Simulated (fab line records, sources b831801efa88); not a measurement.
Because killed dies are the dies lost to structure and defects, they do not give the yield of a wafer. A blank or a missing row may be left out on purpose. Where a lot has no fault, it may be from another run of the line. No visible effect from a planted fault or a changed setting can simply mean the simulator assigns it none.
fab line records + flow sky130
[record]
- lots = 7
- wafers = 21
- last-day = 50
route steps=708 shown PASSIVATION@690 PAD_OPEN@694
lots that met no fault: taken from a fault-free run of the same line
start-h: start of the lot's first displayed wafer, in hours after the record's first day + wait-h: time in hours since the lot's previous step + " same as the row above + L1.1+2: a single row standing in for several wafers + - value missing, or start not given + * or withheld: withheld + < > ~ a bound
route shown NAME@n: a module of which the file shows steps, and the number in the route of the first + usual: mean/standard deviation of fault-free wafers + same: alike in all rows + chamber/n: place in a boat + sites: each site's reading + _std_site: how widely they spread, as a standard deviation + _edge_site: outer sites' mean less inner sites' + radius-mm: how far each site lies from the wafer's centre + mask NAME#n: copy n + behind: the last tool/chamber to shape the wafer + hold: the reason the lot was held/the length of the hold in hours/how it ended + device: the transistor (n, p or np) that didn't switch + end of line: tests run on the same wafers once the route is complete + a step without rows: its recipe alone + killed: not the wafer's yield, but the dies lost to structure and defects at the first sort + map: shows each die of a wafer: x if killed, . if not, _ if none is there
set.NAME: the setting the step ran with; set.NAME@STEP: the setting that earlier step ran with + model.NAME: the simulator's own value behind a step, which no gauge read
certain route steps with their lots: each step a table, each wafer a row
services: from which hour (start-h, from the record's first day; less than 0 if before it) a tool's chamber was out of use, for how many hours, and why
[[steps]]
[step SKY_PASSIVATION_PEB_09]
[recipe]
- temp-c = 115
- time-s = withheld
[step SKY_PASSIVATION_DEVELOP_10]
[recipe]
- develop-time-s = 60
- dev-temp-c = 23
[step SKY_PASSIVATION_ETCH_11]
[recipe]
- chemistry = CF4/O2
- target-depth-nm = 725
- stop-on = AlCu
- source-w = 800
- bias-w = 150
- pressure-mtorr = 150
- cf4-flow-sccm = 80
- O2_flow_sccm = 10
- time-s = 161.1
[usual]
- drypump-motor-current-A = 5.8/0.41
- oes-product-au = 0.976/0.0071
- throttle-valve-pct = 5.963/0.0098
| lot.wafer | tool        | chamber | start-h | wait-h | drypump-motor-current-A | oes-product-au | rf-hours-counter-h | throttle-valve-pct |
|-----------|-------------|---------|---------|--------|-------------------------|----------------|--------------------|--------------------|
| L255.1    | rie-diel-03 | 1       | 1082.21 | -      | 5.1                     | 0.979          | 23                 | 5.970              |
| L255.3    | "           | 0       | "       | "      | 5.5                     | 0.972          | 16                 | 5.963              |
| L255.4    | "           | 3       | "       | "      | 5.7                     | 0.982          | 15                 | 5.959              |
| L260.1    | rie-diel-03 | 3       | 1119.07 | -      | 5.7                     | 0.967          | 17                 | 5.948              |
| L260.5    | "           | 2       | "       | "      | 5.9                     | 0.986          | -                  | 5.968              |
| L260.6    | "           | 1       | "       | "      | 5.1                     | 0.979          | -                  | 5.976              |
| L264.2    | rie-diel-02 | 0       | 1131.11 | -      | 5.3                     | 0.966          | 20                 | 5.954              |
| L264.3    | "           | 1       | "       | "      | 5.7                     | 0.966          | 23                 | 5.947              |
| L264.5    | "           | 2       | "       | "      | 5.8                     | 0.965          | -                  | 5.970              |
| L262.1    | rie-diel-04 | 1       | 1131.13 | -      | 6.0                     | 0.977          | 13                 | 5.955              |
| L262.5    | "           | 0       | "       | "      | 6.3                     | 0.981          | -                  | 5.948              |
| L262.6    | "           | 3       | "       | "      | 6.1                     | 0.982          | -                  | 5.959              |
| L265.2    | rie-diel-04 | 2       | 1136.76 | -      | 5.6                     | 0.983          | 5                  | 5.968              |
| L265.3    | "           | 0       | "       | "      | 6.3                     | 0.980          | 21                 | 5.971              |
| L265.6    | "           | 2       | "       | "      | 5.6                     | 0.975          | -                  | 5.974              |
| L272.1    | rie-diel-03 | 3       | 1173.37 | -      | 5.7                     | 0.979          | 19                 | 5.966              |
| L272.4    | "           | 1       | "       | "      | 5.1                     | 0.977          | 27                 | 5.950              |
| L272.6    | "           | 3       | "       | "      | 5.7                     | 0.973          | -                  | 5.971              |
| L274.2    | rie-diel-02 | 1       | 1180.23 | -      | 5.7                     | 0.974          | 25                 | 5.955              |
| L274.3    | "           | 3       | "       | "      | 6.6                     | 0.976          | 12                 | 5.968              |
| L274.6    | "           | 0       | "       | "      | 5.3                     | 0.985          | -                  | 5.982              |
[step SKY_PASSIVATION_STRIP_12]
[recipe]
- chemistry = O2/N2
- power-w = 1400
- pressure-mtorr = 1500
- platen-temp-c = withheld
- overash-fraction = 0.7
- o2-flow-sccm = 3000
- n2-flow-sccm = 300
[usual]
- chamber-pressure-mTorr = 1500.1/1.3
- drypump-motor-current-A = 5.9/0.38
- o2-flow-sccm = 3001/9.9
- oes-product-au = 0.661/0.0049
- strip-time-to-endpoint-s = 31.49/0.14
| lot.wafer | tool            | chamber | start-h | wait-h | chamber-pressure-mTorr | drypump-motor-current-A | o2-flow-sccm | oes-product-au | rf-hours-counter-h | strip-time-to-endpoint-s |
|-----------|-----------------|---------|---------|--------|------------------------|-------------------------|--------------|----------------|--------------------|--------------------------|
| L255.1    | plasma-asher-04 | 1       | 1082.32 | 0.1    | 1501.8                 | 5.4                     | 3000         | 0.658          | 35                 | 31.13                    |
| L255.3    | "               | 0       | "       | "      | 1500.5                 | 6.0                     | 2975         | 0.663          | -                  | 31.32                    |
| L255.4    | "               | 1       | "       | "      | 1498.6                 | 5.4                     | 3000         | 0.659          | -                  | 31.34                    |
| L260.1    | plasma-asher-04 | 0       | 1119.18 | 0.1    | 1499.9                 | 6.0                     | 3012         | 0.652          | 39                 | 31.54                    |
| L260.5    | "               | 1       | "       | "      | 1500.2                 | 5.3                     | 2998         | 0.659          | -                  | 31.30                    |
| L260.6    | "               | 0       | "       | "      | 1499.8                 | 6.0                     | 2994         | 0.664          | -                  | 31.40                    |
| L264.2    | plasma-asher-04 | 1       | 1131.22 | 0.1    | 1499.6                 | 5.3                     | 3004         | 0.668          | 40                 | 31.58                    |
| L264.3    | "               | 1       | "       | "      | 1500.5                 | 5.4                     | 2994         | 0.659          | -                  | 31.65                    |
| L264.5    | "               | 0       | "       | "      | 1500.3                 | 6.1                     | 3007         | 0.650          | -                  | 31.41                    |
| L262.1    | plasma-asher-01 | 1       | 1131.24 | 0.1    | 1498.3                 | 6.2                     | 3010         | 0.656          | 98                 | 31.65                    |
| L262.5    | "               | 0       | "       | "      | 1501.6                 | 5.5                     | 2998         | 0.662          | -                  | 31.74                    |
| L262.6    | "               | 1       | "       | "      | 1500.6                 | 6.2                     | 2983         | 0.660          | -                  | 31.62                    |
| L265.2    | plasma-asher-03 | 1       | 1136.87 | 0.1    | 1500.4                 | 6.1                     | 3005         | 0.664          | 6                  | 31.59                    |
| L265.3    | "               | 1       | "       | "      | 1500.9                 | 6.1                     | 2994         | 0.653          | -                  | 31.44                    |
| L265.6    | "               | 1       | "       | "      | 1500.3                 | 6.1                     | 3004         | 0.671          | -                  | 31.68                    |
| L272.1    | plasma-asher-04 | 0       | 1173.48 | 0.1    | 1499.5                 | 6.0                     | 2977         | 0.667          | 44                 | 31.40                    |
| L272.4    | "               | 0       | "       | "      | 1499.2                 | 6.0                     | 2993         | 0.659          | -                  | 31.22                    |
| L272.6    | "               | 0       | "       | "      | 1499.4                 | 6.0                     | 3004         | 0.662          | -                  | 31.41                    |
| L274.2    | plasma-asher-03 | 1       | 1180.34 | 0.1    | 1499.7                 | 6.1                     | 2988         | 0.660          | 10                 | 31.48                    |
| L274.3    | "               | 1       | "       | "      | 1497.5                 | 6.0                     | 2992         | 0.661          | -                  | 31.66                    |
| L274.6    | "               | 0       | "       | "      | 1499.6                 | 6.5                     | 3017         | 0.665          | -                  | 31.49                    |
[step SKY_PAD_OPEN_DEHYDRATE_00]
[recipe]
- temp-c = 200
- time-s = 60
[step SKY_PAD_OPEN_HMDS_01]
[recipe]
- prime-time-s = 60
- prime-temp-c = 120
[step SKY_PAD_OPEN_COAT_02]
[recipe]
- spin-rpm = 2000
- resist-thk-nm = 3000
[step SKY_PAD_OPEN_SOFTBAKE_03]
[recipe]
- temp-c = 110
- time-s = withheld
[step SKY_PAD_OPEN_EXPOSE_04]
[recipe]
- mask-id = PDM
- target-cd-nm = 60000
- na = 0.57
- dose-mj = 260
[step SKY_PAD_OPEN_PEB_05]
[recipe]
- temp-c = 115
- time-s = withheld
[step SKY_PAD_OPEN_DEVELOP_06]
[recipe]
- develop-time-s = 60
- dev-temp-c = 24.05
[step SKY_PAD_OPEN_ETCH_07]
[recipe]
- chemistry = CF4/O2
- target-depth-nm = 725
- stop-on = AlCu
- source-w = 800
- bias-w = 150
- pressure-mtorr = 150
- cf4-flow-sccm = 80
- O2_flow_sccm = 10
- time-s = 161.1
[usual]
- drypump-motor-current-A = 5.7/0.47
- oes-product-au = 0.976/0.0078
- throttle-valve-pct = 5.964/0.0088
| lot.wafer | tool        | chamber | start-h | wait-h | drypump-motor-current-A | oes-product-au | rf-hours-counter-h | throttle-valve-pct |
|-----------|-------------|---------|---------|--------|-------------------------|----------------|--------------------|--------------------|
| L255.1    | rie-diel-02 | 2       | 1103.62 | -      | 5.8                     | 0.971          | 18                 | 5.957              |
| L255.3    | "           | 3       | "       | "      | 6.6                     | 0.968          | 9                  | 5.959              |
| L255.4    | "           | 0       | "       | "      | 5.3                     | 0.969          | 19                 | 5.963              |
| L260.1    | rie-diel-01 | 1       | 1138.78 | -      | 6.4                     | 0.965          | 10                 | 5.958              |
| L260.5    | "           | 1       | "       | "      | 6.4                     | 0.981          | -                  | 5.971              |
| L260.6    | "           | 2       | "       | "      | 5.2                     | 0.976          | -                  | 5.972              |
| L264.2    | rie-diel-02 | 0       | 1150.23 | -      | 5.4                     | 0.973          | 21                 | 5.954              |
| L264.3    | "           | 2       | "       | "      | 5.8                     | 0.968          | 20                 | 5.953              |
| L264.5    | "           | 1       | "       | "      | 5.7                     | 0.968          | -                  | 5.952              |
| L262.1    | rie-diel-03 | 0       | 1150.47 | -      | 5.5                     | 0.980          | 19                 | 5.967              |
| L262.5    | "           | 0       | "       | "      | 5.5                     | 0.980          | -                  | 5.965              |
| L262.6    | "           | 3       | "       | "      | 5.7                     | 0.973          | -                  | 5.976              |
| L265.2    | rie-diel-02 | 2       | 1155.66 | -      | 5.8                     | 0.986          | 20                 | 5.959              |
| L265.3    | "           | 3       | "       | "      | 6.6                     | 0.976          | 11                 | 5.969              |
| L265.6    | "           | 3       | "       | "      | 6.6                     | 0.995          | -                  | 5.968              |
| L272.1    | rie-diel-03 | 2       | 1189.68 | -      | 5.9                     | 0.970          | 18                 | 5.953              |
| L272.4    | "           | 1       | "       | "      | 5.1                     | 0.962          | 27                 | 5.956              |
| L272.6    | "           | 2       | "       | "      | 5.9                     | 0.992          | -                  | 5.965              |
| L274.2    | rie-diel-03 | 3       | 1195.58 | -      | 5.7                     | 0.979          | 20                 | 5.962              |
| L274.3    | "           | 0       | "       | "      | 5.5                     | 0.976          | 21                 | 5.956              |
| L274.6    | "           | 1       | "       | "      | 5.1                     | 0.980          | -                  | 5.965              |
[step SKY_PAD_OPEN_STRIP_08]
[recipe]
- chemistry = O2/N2
- power-w = 1400
- pressure-mtorr = 1500
- platen-temp-c = withheld
- overash-fraction = 0.7
- o2-flow-sccm = 3000
- n2-flow-sccm = 300
[usual]
- chamber-pressure-mTorr = 1500.0/1.4
- drypump-motor-current-A = 5.9/0.37
- o2-flow-sccm = 3000/9
- oes-product-au = 0.663/0.0046
- strip-time-to-endpoint-s = 37.04/0.11
| lot.wafer | tool            | chamber | start-h | wait-h | chamber-pressure-mTorr | drypump-motor-current-A | o2-flow-sccm | oes-product-au | rf-hours-counter-h | strip-time-to-endpoint-s | model.coat_of_PAD_OPEN_COAT_02.thk-nm |
|-----------|-----------------|---------|---------|--------|------------------------|-------------------------|--------------|----------------|--------------------|--------------------------|---------------------------------------|
| L255.1    | plasma-asher-01 | 1       | 1103.73 | 0.1    | 1500.2                 | 6.2                     | 2983         | 0.661          | 95                 | 37.10                    | 0                                     |
| L255.3    | "               | 0       | "       | "      | 1502.6                 | 5.5                     | 2990         | 0.669          | -                  | 37.03                    | 0                                     |
| L255.4    | "               | 1       | "       | "      | 1501.9                 | 6.2                     | 3003         | 0.671          | -                  | 37.04                    | 0                                     |
| L260.1    | plasma-asher-03 | 0       | 1138.89 | 0.1    | 1499.5                 | 6.5                     | 2998         | 0.657          | 6                  | 37.09                    | 0                                     |
| L260.5    | "               | 1       | "       | "      | 1499.3                 | 6.1                     | 3013         | 0.662          | -                  | 37.02                    | 0                                     |
| L260.6    | "               | 0       | "       | "      | 1500.0                 | 6.5                     | 3000         | 0.664          | -                  | 36.95                    | 0                                     |
| L264.2    | plasma-asher-02 | 1       | 1150.34 | 0.1    | -                      | -                       | -            | -              | -                  | -                        | 2993                                  |
| L264.3    | "               | 0       | "       | "      | -                      | -                       | -            | -              | -                  | -                        | 2994                                  |
| L264.5    | "               | 0       | "       | "      | -                      | -                       | -            | -              | -                  | -                        | 2993                                  |
| L262.1    | plasma-asher-03 | 0       | 1150.58 | 0.1    | -                      | -                       | -            | -              | -                  | -                        | 2994                                  |
| L262.5    | "               | 1       | "       | "      | -                      | -                       | -            | -              | -                  | -                        | 2996                                  |
| L262.6    | "               | 0       | "       | "      | -                      | -                       | -            | -              | -                  | -                        | 3001                                  |
| L265.2    | plasma-asher-01 | 1       | 1155.77 | 0.1    | -                      | -                       | -            | -              | -                  | -                        | 2979                                  |
| L265.3    | "               | 0       | "       | "      | -                      | -                       | -            | -              | -                  | -                        | 2997                                  |
| L265.6    | "               | 1       | "       | "      | -                      | -                       | -            | -              | -                  | -                        | 2985                                  |
| L272.1    | plasma-asher-01 | 0       | 1189.79 | 0.1    | 1501.2                 | 5.5                     | 3000         | 0.661          | 104                | 37.02                    | 0                                     |
| L272.4    | "               | 0       | "       | "      | 1501.2                 | 5.5                     | 3011         | 0.659          | -                  | 37.12                    | 0                                     |
| L272.6    | "               | 1       | "       | "      | 1500.9                 | 6.2                     | 3002         | 0.665          | -                  | 37.07                    | 0                                     |
| L274.2    | plasma-asher-03 | 1       | 1195.69 | 0.1    | 1499.9                 | 6.1                     | 2991         | 0.665          | 11                 | 37.06                    | 0                                     |
| L274.3    | "               | 0       | "       | "      | 1501.6                 | 6.5                     | 3024         | 0.664          | -                  | 37.02                    | 0                                     |
| L274.6    | "               | 1       | "       | "      | 1499.8                 | 6.1                     | 2996         | 0.675          | -                  | 37.11                    | 0                                     |
[step SKY_PAD_OPEN_STRIP_09]
[recipe]
- chemistry = post-etch-residue-remover
- time-s = 1200
- temp-c = 72.5
[step SKY_PAD_OPEN_PROBE_99]
[usual]
- defect-limited-yield = 82.2/1.9
- killed_at_M0_to_M3 = 44/6.8
- killed_at_M4_up = 3.1/1.8
- killed-at-contacts = 25/5.2
- killed-at-front-end = 15/4.1
- killed-at-other = 0.3/0.62
- killed-dies = 88/9.4
- killed-open = 48/7.1
- killed-short = 40/6.1
- sort_bin_3_pad_short = 0.9/0.38
- sort_bin_5_function = 10.5/1.5
- sort_bin_6_memory = 6.5/1.2
- sort_bin_8_speed = 0.5/0.95
- sort-n-pass = 402/10
- sort-yield-pct = 81.6/2
[same]
- gross-dies = 492
- killed-at-back-side = 0
- sort_bin_4_leakage[%] = 0
| lot.wafer | tool      | chamber | start-h | wait-h | defect-limited-yield[%] | killed_at_M0_to_M3 | killed_at_M4_up | killed-at-contacts | killed-at-front-end | killed-at-other | killed-dies | killed-open | killed-short | sort_bin_3_pad_short[%] | sort_bin_5_function[%] | sort_bin_6_memory[%] | sort_bin_8_speed[%] | sort-n-pass | sort-yield-pct[%] |
|-----------|-----------|---------|---------|--------|-------------------------|--------------------|-----------------|--------------------|---------------------|-----------------|-------------|-------------|--------------|-------------------------|------------------------|----------------------|---------------------|-------------|-------------------|
| L260.1    | prober-01 | -       | 1141.11 | 0.1    | 83.1                    | 34                 | 3               | 34                 | 11                  | 1               | 83          | 46          | 37           | 0.8                     | 9.1                    | 6.9                  | 0.4                 | 407         | 82.7              |
| L260.5    | prober-01 | -       | 1141.31 | 0.2    | 79.3                    | 48                 | 2               | 30                 | 22                  | 0               | 102         | 55          | 47           | 1.8                     | 12.2                   | 6.7                  | 0                   | 390         | 79.3              |
| L260.6    | prober-01 | -       | 1141.36 | 0.2    | 80.7                    | 40                 | 4               | 38                 | 13                  | 0               | 95          | 56          | 39           | 1.0                     | 12.0                   | 6.3                  | 0                   | 397         | 80.7              |
| L264.2    | prober-02 | -       | 1152.60 | 0.1    | 82.5                    | 51                 | 3               | 25                 | 7                   | 0               | 86          | 57          | 29           | 0.8                     | 10.8                   | 5.9                  | 3.5                 | 389         | 79.1              |
| L264.3    | prober-02 | -       | 1152.65 | 0.2    | 82.1                    | 42                 | 7               | 24                 | 15                  | 0               | 88          | 48          | 40           | 0.6                     | 8.5                    | 8.7                  | 3.0                 | 389         | 79.1              |
| L264.5    | prober-02 | -       | 1152.75 | 0.2    | 83.3                    | 43                 | 3               | 24                 | 12                  | 0               | 82          | 43          | 39           | 1.2                     | 9.8                    | 5.7                  | 1.2                 | 404         | 82.1              |
| L262.1    | prober-01 | -       | 1153.13 | 0.1    | 81.5                    | 38                 | 7               | 32                 | 14                  | 0               | 91          | 47          | 44           | 1.0                     | 11.0                   | 6.5                  | 0.2                 | 400         | 81.3              |
| L262.5    | prober-01 | -       | 1153.33 | 0.2    | 83.5                    | 43                 | 3               | 17                 | 18                  | 0               | 81          | 52          | 29           | 0.6                     | 8.1                    | 7.7                  | 0.4                 | 409         | 83.1              |
| L262.6    | prober-01 | -       | 1153.38 | 0.2    | 80.9                    | 48                 | 6               | 25                 | 15                  | 0               | 94          | 46          | 48           | 1.2                     | 12.0                   | 5.9                  | 0.2                 | 397         | 80.7              |
| L265.2    | prober-02 | -       | 1158.03 | 0.1    | 82.7                    | 44                 | 1               | 27                 | 10                  | 3               | 85          | 43          | 39           | 1.2                     | 9.8                    | 6.3                  | 0.4                 | 405         | 82.3              |
| L265.3    | prober-02 | -       | 1158.08 | 0.2    | 83.1                    | 37                 | 4               | 27                 | 15                  | 0               | 83          | 41          | 42           | 0.6                     | 10.4                   | 5.9                  | 0.2                 | 408         | 82.9              |
| L265.6    | prober-02 | -       | 1158.23 | 0.2    | 83.9                    | 26                 | 3               | 24                 | 25                  | 1               | 79          | 35          | 44           | 0.4                     | 9.6                    | 6.1                  | 0                   | 413         | 83.9              |
| L272.1    | prober-01 | -       | 1192.00 | 0.1    | 83.1                    | 47                 | 2               | 18                 | 15                  | 1               | 83          | 49          | 33           | 0.6                     | 10.4                   | 5.9                  | 1.2                 | 403         | 81.9              |
| L272.4    | prober-01 | -       | 1192.15 | 0.2    | 80.5                    | 43                 | 3               | 30                 | 19                  | 1               | 96          | 56          | 40           | 1.0                     | 10.4                   | 8.1                  | 0.2                 | 395         | 80.3              |
| L272.6    | prober-01 | -       | 1192.25 | 0.2    | 81.7                    | 45                 | 3               | 26                 | 15                  | 1               | 90          | 57          | 32           | 0.8                     | 10.0                   | 7.5                  | 0                   | 402         | 81.7              |
| L274.2    | prober-02 | -       | 1197.95 | 0.1    | 81.5                    | 37                 | 6               | 26                 | 22                  | 0               | 91          | 41          | 49           | 1.8                     | 10.8                   | 5.9                  | 0                   | 401         | 81.5              |
| L274.3    | prober-02 | -       | 1198.00 | 0.2    | 79.1                    | 45                 | 8               | 29                 | 21                  | 0               | 103         | 53          | 49           | 1.2                     | 12.4                   | 7.3                  | 0                   | 389         | 79.1              |
| L274.6    | prober-02 | -       | 1198.15 | 0.2    | 79.7                    | 47                 | 7               | 26                 | 20                  | 0               | 100         | 61          | 39           | 0.4                     | 13.2                   | 6.7                  | 0.2                 | 391         | 79.5              |
// killed by level:class
L260.1 CONTACT:geometric-particle:open=10 LI_CONTACT:geometric-particle:open=9 CONTACT:geometric-particle:short=7 VIA1:geometric-particle:open=6 VIA2:geometric-particle:open=6 FIELD_ISO:geometric-particle:short=4 LOCAL_INTERCONNECT:geometric-particle:short=4 METAL2:geometric-particle:short=4
L260.5 LI_CONTACT:geometric-particle:open=9 VIA3:geometric-particle:open=8 VIA1:geometric-particle:open=8 CONTACT:geometric-particle:open=8 VIA2:geometric-particle:open=8 FIELD_ISO:geometric-particle:short=7 LOCAL_INTERCONNECT:geometric-particle:short=7 METAL1:geometric-particle:short=6
L260.6 CONTACT:geometric-particle:open=12 VIA1:geometric-particle:open=11 LI_CONTACT:geometric-particle:open=10 CONTACT:geometric-particle:short=8 LOCAL_INTERCONNECT:geometric-particle:short=6 VIA2:geometric-particle:open=5 VIA3:geometric-particle:open=5 VIA3:geometric-particle:short=4
L264.2 VIA1:geometric-particle:open=13 CONTACT:geometric-particle:open=12 VIA3:geometric-particle:open=9 LI_CONTACT:geometric-particle:open=7 VIA2:geometric-particle:open=6 VIA3:geometric-particle:short=5 VIA1:geometric-particle:short=5 CONTACT:geometric-particle:short=4
L264.3 VIA1:geometric-particle:open=13 CONTACT:geometric-particle:open=8 VIA2:geometric-particle:open=7 CONTACT:geometric-particle:short=6 LI_CONTACT:geometric-particle:open=5 VIA3:geometric-particle:open=5 FIELD_ISO:geometric-particle:open=4 POLY_GATE:geometric-particle:short=4
L264.5 CONTACT:geometric-particle:open=11 VIA3:geometric-particle:open=6 METAL2:geometric-particle:short=6 VIA1:geometric-particle:open=5 METAL1:geometric-particle:short=5 VIA1:geometric-particle:short=5 VIA2:geometric-particle:open=5 LI_CONTACT:geometric-particle:short=4
L262.1 CONTACT:geometric-particle:open=10 VIA1:geometric-particle:open=9 CONTACT:geometric-particle:short=9 LI_CONTACT:geometric-particle:open=6 LOCAL_INTERCONNECT:geometric-particle:short=6 VIA3:geometric-particle:open=5 VIA2:geometric-particle:open=5 METAL2:geometric-particle:short=5
L262.5 VIA3:geometric-particle:open=14 VIA1:geometric-particle:open=8 VIA2:geometric-particle:open=8 VIA1:geometric-particle:short=7 POLY_GATE:geometric-particle:short=6 CONTACT:geometric-particle:open=6 LI_CONTACT:geometric-particle:open=6 FIELD_ISO:geometric-particle:open=5
L262.6 CONTACT:geometric-particle:open=10 METAL1:geometric-particle:short=8 VIA1:geometric-particle:open=7 METAL2:geometric-particle:short=7 VIA2:geometric-particle:open=7 LI_CONTACT:geometric-particle:open=6 CONTACT:geometric-particle:short=6 VIA1:geometric-particle:short=6
L265.2 LI_CONTACT:geometric-particle:open=8 VIA1:geometric-particle:open=8 METAL1:geometric-particle:short=6 LI_CONTACT:geometric-particle:short=6 VIA1:geometric-particle:short=5 LOCAL_INTERCONNECT:geometric-particle:short=5 CONTACT:geometric-particle:open=5 VIA2:geometric-particle:open=5
L265.3 CONTACT:geometric-particle:short=11 VIA2:geometric-particle:open=10 LI_CONTACT:geometric-particle:open=8 CONTACT:geometric-particle:open=5 VIA3:geometric-particle:open=5 METAL3:geometric-particle:short=5 POLY_GATE:geometric-particle:short=4 METAL1:geometric-particle:short=4
L265.6 FIELD_ISO:geometric-particle:short=8 VIA3:geometric-particle:open=6 POLY_GATE:geometric-particle:short=5 LI_CONTACT:geometric-particle:short=5 LOCAL_INTERCONNECT:geometric-particle:short=5 CONTACT:geometric-particle:open=5 METAL1:geometric-particle:short=5 FIELD_ISO:geometric-particle:open=4
L272.1 CONTACT:geometric-particle:open=12 VIA1:geometric-particle:open=12 VIA3:geometric-particle:open=8 VIA1:geometric-particle:short=6 VIA2:geometric-particle:open=6 FIELD_ISO:geometric-particle:open=5 CONTACT:geometric-particle:short=4 METAL2:geometric-particle:short=4
L272.4 CONTACT:geometric-particle:open=12 LI_CONTACT:geometric-particle:open=10 METAL1:geometric-particle:short=8 POLY_GATE:geometric-particle:open=7 VIA3:geometric-particle:open=7 VIA2:geometric-particle:open=7 FIELD_ISO:geometric-particle:short=6 VIA1:geometric-particle:open=5
L272.6 CONTACT:geometric-particle:open=13 VIA3:geometric-particle:open=9 VIA1:geometric-particle:open=8 VIA2:geometric-particle:open=8 LI_CONTACT:geometric-particle:open=6 METAL2:geometric-particle:short=5 FIELD_ISO:geometric-particle:open=4 POLY_GATE:geometric-particle:open=4
L274.2 VIA1:geometric-particle:open=12 CONTACT:geometric-particle:open=8 SPACER:geometric-particle:short=6 LI_CONTACT:geometric-particle:open=6 FIELD_ISO:geometric-particle:short=5 LI_CONTACT:geometric-particle:short=5 METAL2:geometric-particle:short=5 METAL4:geometric-particle:short=5
L274.3 VIA1:geometric-particle:open=16 CONTACT:geometric-particle:open=8 POLY_GATE:geometric-particle:short=6 LOCAL_INTERCONNECT:geometric-particle:short=6 LI_CONTACT:geometric-particle:open=5 METAL4:geometric-particle:short=5 FIELD_ISO:geometric-particle:open=4 LI_CONTACT:geometric-particle:short=4
L274.6 VIA1:geometric-particle:open=15 CONTACT:geometric-particle:open=9 LI_CONTACT:geometric-particle:open=8 VIA2:geometric-particle:open=8 METAL2:geometric-particle:short=6 POLY_GATE:geometric-particle:open=5 METAL4:geometric-particle:short=5 POLY_GATE:geometric-particle:short=4
[[services]]
| tool            | chamber | start-h | hours | kind                          |
|-----------------|---------|---------|-------|-------------------------------|
| plasma-asher-03 | 0       | 1064.31 | -     | clean                         |
| plasma-asher-03 | 1       | 1064.31 | -     | clean                         |
| rie-diel-04     | -       | 1065.97 | 0.8   | repair                        |
| plasma-asher-02 | -       | 1080.58 | 0.4   | repair                        |
| rie-diel-02     | 2       | 1092.41 | 9.3   | repair                        |
| plasma-asher-01 | -       | 1094.15 | 0.7   | repair                        |
| plasma-asher-02 | -       | 1104.64 | 0.4   | repair                        |
| rie-diel-01     | 0       | 1106.14 | 17.1  | repair                        |
| rie-diel-01     | -       | 1111.45 | 15.6  | pm                            |
| rie-diel-02     | -       | 1112.06 | 0.5   | repair                        |
| plasma-asher-03 | -       | 1116.83 | 8.7   | repair                        |
| rie-diel-03     | 2       | 1131.44 | 6.8   | repair                        |
| plasma-asher-04 | -       | 1159.15 | 2.8   | pm                            |
| rie-diel-01     | 3       | 1171.33 | 2.1   | repair                        |
| rie-diel-01     | 3       | 1173.98 | -     | clean                         |
| rie-diel-01     | 3       | 1173.98 | -     | consumable-replace:focus-ring |
| rie-diel-01     | 3       | 1173.98 | 23.0  | scheduled-down                |
| rie-diel-01     | 3       | 1173.98 | 23.0  | vent-cycle                    |
| rie-diel-02     | 2       | 1176.87 | 20.8  | repair                        |
[[key]]
[first-sign]
- step = SKY_PAD_OPEN_STRIP_08
- reading = tool-record
- direction = missing
effect none on later readings
[model-effect]
- step = SKY_PAD_OPEN_STRIP_08
- value = coat_of_PAD_OPEN_COAT_02.thk-nm
- without = 0
- struck = 2992
met-at SKY_PAD_OPEN_STRIP_08
struck-wafers L262.1,L262.5,L262.6,L264.2,L264.3,L264.5,L265.2,L265.3,L265.6
onset-between 1138.89 1150.34
[fault]
- kind = skipped-step-whole
- tool = plasma-asher-01,plasma-asher-02,plasma-asher-03
- chamber = -
- onset-h = 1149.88
- steps = SKY_PAD_OPEN_STRIP_08
- scope = struck-lots-only
